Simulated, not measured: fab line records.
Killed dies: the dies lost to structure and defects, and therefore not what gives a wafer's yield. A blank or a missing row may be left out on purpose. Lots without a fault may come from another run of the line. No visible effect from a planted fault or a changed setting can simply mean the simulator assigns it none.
Which of the tools did it? :: flow sky130 :: 11 lots with 33 wafers sampled at 5 steps, on a route of 708 steps

## WHAT THE GAUGES READ, wafer by wafer
SKY_VIA4_RS_MEAS_19: a four-point-probe measurement. Usual: VIA4_W_RS typically reads 0.2276 ohm/sq, with standard deviation 0.0029.
lot: L933
measured: day 42 13:47
on: film-metro-04
VIA4_W_RS (ohm/sq): 0.2256 0.2265 0.2271
flag: 

lot: L935
measured: day 43 07:50
on: film-metro-04
VIA4_W_RS (ohm/sq): 0.2279 0.2269 0.2266
flag: 

lot: L936
measured: day 43 13:06
on: film-metro-04
VIA4_W_RS (ohm/sq): 0.2293 0.2310 0.2301
flag: 

lot: L937
measured: day 44 07:43
on: film-metro-03
VIA4_W_RS (ohm/sq): 0.2222 0.2248 0.2274
flag: 

lot: L939
measured: day 44 12:54
on: film-metro-04
VIA4_W_RS (ohm/sq): 0.2287 0.2265 0.2267
flag: 

lot: L940
measured: day 44 21:53
on: film-metro-03
VIA4_W_RS (ohm/sq): 0.2273 0.2282 0.2271
flag: 

lot: L942
measured: day 45 15:11
on: film-metro-03
VIA4_W_RS (ohm/sq): 0.2271 0.2297 0.2301
flag: 

lot: L944
measured: day 45 20:16
on: film-metro-02
VIA4_W_RS (ohm/sq): 0.2218 0.2234 0.2252
flag: 

lot: L948
measured: day 47 00:42
on: film-metro-03
VIA4_W_RS (ohm/sq): 0.2302 0.2518 0.2484
flag: OFF

lot: L951
measured: day 48 22:19
on: film-metro-02
VIA4_W_RS (ohm/sq): 0.2255 0.2263 0.2264
flag: 

lot: L955
measured: day 48 23:04
on: film-metro-02
VIA4_W_RS (ohm/sq): 0.2261 0.2254 0.2253
flag: 

SKY_VIA4_THK_MEAS_20: measures by xrf. Usual: VIA4_W_THK typically reads 509 nm, with standard deviation 7.7.
lot: L933
measured: day 42 13:53
on: film-metro-04
VIA4_W_THK (nm): 515 512 511
flag: 

lot: L935
measured: day 43 07:57
on: film-metro-04
VIA4_W_THK (nm): 507 506 507
flag: 

lot: L936
measured: day 43 13:13
on: film-metro-04
VIA4_W_THK (nm): 500 498 498
flag: 

lot: L937
measured: day 44 07:50
on: film-metro-03
VIA4_W_THK (nm): 521 516 512
flag: 

lot: L939
measured: day 44 13:01
on: film-metro-04
VIA4_W_THK (nm): 508 511 511
flag: 

lot: L940
measured: day 44 22:01
on: film-metro-03
VIA4_W_THK (nm): 510 506 508
flag: 

lot: L942
measured: day 45 15:18
on: film-metro-03
VIA4_W_THK (nm): 510 503 501
flag: 

lot: L944
measured: day 45 20:23
on: film-metro-02
VIA4_W_THK (nm): 525 523 515
flag: 

lot: L948
measured: day 47 00:49
on: film-metro-03
VIA4_W_THK (nm): 504 460 465
flag: OFF

lot: L951
measured: day 48 22:25
on: film-metro-02
VIA4_W_THK (nm): 514 512 512
flag: 

lot: L955
measured: day 48 23:11
on: film-metro-02
VIA4_W_THK (nm): 512 514 513
flag: 

## WHAT TOOL EACH LOT RAN ON (gives the tool, then ch and the chambers of the sampled wafers, and finally the start)
lot: L933
SKY_VIA3_ETCH_15: rie-diel-01 ch 0,3, day 39 08:26
SKY_METAL4_SPUTTER_01: pvd-sputter-03, day 39 09:46
SKY_VIA4_CVD_18: cvd-w-02 ch 0,1, day 42 13:37

lot: L935
SKY_VIA3_ETCH_15: rie-diel-01 ch 0,1,2, day 40 03:34
SKY_METAL4_SPUTTER_01: pvd-sputter-04, day 40 05:22
SKY_VIA4_CVD_18: cvd-w-01 ch 0, day 43 07:34

lot: L936
SKY_VIA3_ETCH_15: rie-diel-01 ch 0,1, day 40 08:05
SKY_METAL4_SPUTTER_01: pvd-sputter-04, day 40 09:49
SKY_VIA4_CVD_18: cvd-w-01 ch 0, day 43 12:48

lot: L937
SKY_VIA3_ETCH_15: rie-diel-01 ch 0,1, day 41 04:43
SKY_METAL4_SPUTTER_01: pvd-sputter-01, day 41 06:03
SKY_VIA4_CVD_18: cvd-w-02 ch 0,1, day 44 07:34

lot: L939
SKY_VIA3_ETCH_15: rie-diel-03 ch 1,2, day 41 10:28
SKY_METAL4_SPUTTER_01: pvd-sputter-04, day 41 11:48
SKY_VIA4_CVD_18: cvd-w-01 ch 0,1, day 44 12:43

lot: L940
SKY_VIA3_ETCH_15: rie-diel-02 ch 0,1,2, day 41 20:58
SKY_METAL4_SPUTTER_01: pvd-sputter-01, day 41 22:18
SKY_VIA4_CVD_18: cvd-w-01 ch 0,1, day 44 21:44

lot: L942
SKY_VIA3_ETCH_15: rie-diel-03 ch 2,3, day 42 16:25
SKY_METAL4_SPUTTER_01: pvd-sputter-03, day 42 17:52
SKY_VIA4_CVD_18: cvd-w-01 ch 0,1, day 45 15:02

lot: L944
SKY_VIA3_ETCH_15: rie-diel-02 ch 2,3, day 42 21:31
SKY_METAL4_SPUTTER_01: pvd-sputter-03, day 42 22:58
SKY_VIA4_CVD_18: cvd-w-02 ch 0, day 45 20:06

lot: L948
SKY_VIA3_ETCH_15: rie-diel-01 ch 2,3, day 44 04:49
SKY_METAL4_SPUTTER_01: pvd-sputter-03, day 44 08:25
SKY_VIA4_CVD_18: cvd-w-01 ch 0,1, day 47 00:33

lot: L951
SKY_VIA3_ETCH_15: rie-diel-01 ch 2,3, day 46 07:47
SKY_METAL4_SPUTTER_01: pvd-sputter-01, day 46 09:12
SKY_VIA4_CVD_18: cvd-w-02 ch 0,1, day 48 22:08

lot: L955
SKY_VIA3_ETCH_15: rie-diel-01 ch 1,2, day 46 09:26
SKY_METAL4_SPUTTER_01: pvd-sputter-01, day 46 10:47
SKY_VIA4_CVD_18: cvd-w-02 ch 0,1, day 48 22:55
- SKY_VIA3_ETCH_15: etches SiO2 in C4F8/O2/Ar, stops on TiN, target depth 507 nm, time 78 s.
- SKY_METAL4_SPUTTER_01: material TiN, target thk 20 nm, time 16.7 s.
- SKY_VIA4_CVD_18: deposits W, target thk 505 nm, time 152.14 s.

## AS READ BY THE TOOLS THEMSELVES (means over the sampled wafers that have a number; for cases with no such wafer, the mark the record gives instead)
SKY_VIA3_ETCH_15. Usual: oes-product-au reads 0.945 a.u. (standard deviation 0.0047).
lot: L933
tool: rie-diel-01
oes-product-au (a.u.): 0.947
flag: 

lot: L935
tool: rie-diel-01
oes-product-au (a.u.): 0.945
flag: 

lot: L936
tool: rie-diel-01
oes-product-au (a.u.): 0.945
flag: 

lot: L937
tool: rie-diel-01
oes-product-au (a.u.): 0.945
flag: 

lot: L939
tool: rie-diel-03
oes-product-au (a.u.): 0.944
flag: 

lot: L940
tool: rie-diel-02
oes-product-au (a.u.): 0.948
flag: 

lot: L942
tool: rie-diel-03
oes-product-au (a.u.): 0.944
flag: 

lot: L944
tool: rie-diel-02
oes-product-au (a.u.): 0.945
flag: 

lot: L948
tool: rie-diel-01
oes-product-au (a.u.): 0.940
flag: 

lot: L951
tool: rie-diel-01
oes-product-au (a.u.): 0.946
flag: 

lot: L955
tool: rie-diel-01
oes-product-au (a.u.): 0.948
flag: 

SKY_METAL4_SPUTTER_01. Usual: throttle-valve-pct reads 30.6 % (standard deviation 0.98).
lot: L933
tool: pvd-sputter-03
throttle-valve-pct (%): 30.1
flag: 

lot: L935
tool: pvd-sputter-04
throttle-valve-pct (%): 31.0
flag: 

lot: L936
tool: pvd-sputter-04
throttle-valve-pct (%): 30.9
flag: 

lot: L937
tool: pvd-sputter-01
throttle-valve-pct (%): 30.3
flag: 

lot: L939
tool: pvd-sputter-04
throttle-valve-pct (%): 29.8
flag: 

lot: L940
tool: pvd-sputter-01
throttle-valve-pct (%): 30.6
flag: 

lot: L942
tool: pvd-sputter-03
throttle-valve-pct (%): 30.0
flag: 

lot: L944
tool: pvd-sputter-03
throttle-valve-pct (%): 30.1
flag: 

lot: L948
tool: pvd-sputter-03
throttle-valve-pct (%): 29.7
flag: 

lot: L951
tool: pvd-sputter-01
throttle-valve-pct (%): 31.0
flag: 

lot: L955
tool: pvd-sputter-01
throttle-valve-pct (%): 30.8
flag: 

SKY_VIA4_CVD_18. Usual: heater-power-w 825 W, standard deviation 71; susceptor-temp-C 399.95 C, standard deviation 0.24.
lot: L933
tool: cvd-w-02
heater-power-w (W): 734
susceptor-temp-C (C): 399.98
flag: 

lot: L935
tool: cvd-w-01
heater-power-w (W): 874
susceptor-temp-C (C): 399.97
flag: 

lot: L936
tool: cvd-w-01
heater-power-w (W): 871
susceptor-temp-C (C): 400.13
flag: 

lot: L937
tool: cvd-w-02
heater-power-w (W): 742
susceptor-temp-C (C): 400.01
flag: 

lot: L939
tool: cvd-w-01
heater-power-w (W): 886
susceptor-temp-C (C): 399.79
flag: 

lot: L940
tool: cvd-w-01
heater-power-w (W): 873
susceptor-temp-C (C): 399.68
flag: 

lot: L942
tool: cvd-w-01
heater-power-w (W): 890
susceptor-temp-C (C): 399.70
flag: 

lot: L944
tool: cvd-w-02
heater-power-w (W): 782
susceptor-temp-C (C): 399.66
flag: 

lot: L948
tool: cvd-w-01
heater-power-w (W): 850
susceptor-temp-C (C): 396.45
flag: OFF

lot: L951
tool: cvd-w-02
heater-power-w (W): 753
susceptor-temp-C (C): 399.80
flag: 

lot: L955
tool: cvd-w-02
heater-power-w (W): 725
susceptor-temp-C (C): 400.00
flag: 

## THE ANSWER, worked out from the rows above alone
Rule: a lot is off if the mean of its wafers that have a number lies more than 3 standard deviations from the usual mean. A lot without any number at a reading at which 4 lots or more have one is off too. All remaining lots with rows at the step are treated as sound. The gauges are gone through in route order, then the tools' own readings, and for those a lot's mean is taken as printed above. The first step at which some lot is off is used, and at that step the reading that is off furthest; a lot without a number counts as furthest.
Off: L948, seen at SKY_VIA4_RS_MEAS_19 (VIA4_W_RS).
A tool fits if, at a process step before that reading, it ran every lot that is off, and no sound lot after the first of them. Not tried: the gauges at SKY_VIA4_RS_MEAS_19; whatever is off there is also off at SKY_VIA4_CVD_18, on other tools, and gauge error can't account for it. 2 tools fit, pvd-sputter-03 at SKY_METAL4_SPUTTER_01 and cvd-w-01 at SKY_VIA4_CVD_18, so this cannot tell which one it is.

## WHAT THE SIMULATOR HAD PUT IN
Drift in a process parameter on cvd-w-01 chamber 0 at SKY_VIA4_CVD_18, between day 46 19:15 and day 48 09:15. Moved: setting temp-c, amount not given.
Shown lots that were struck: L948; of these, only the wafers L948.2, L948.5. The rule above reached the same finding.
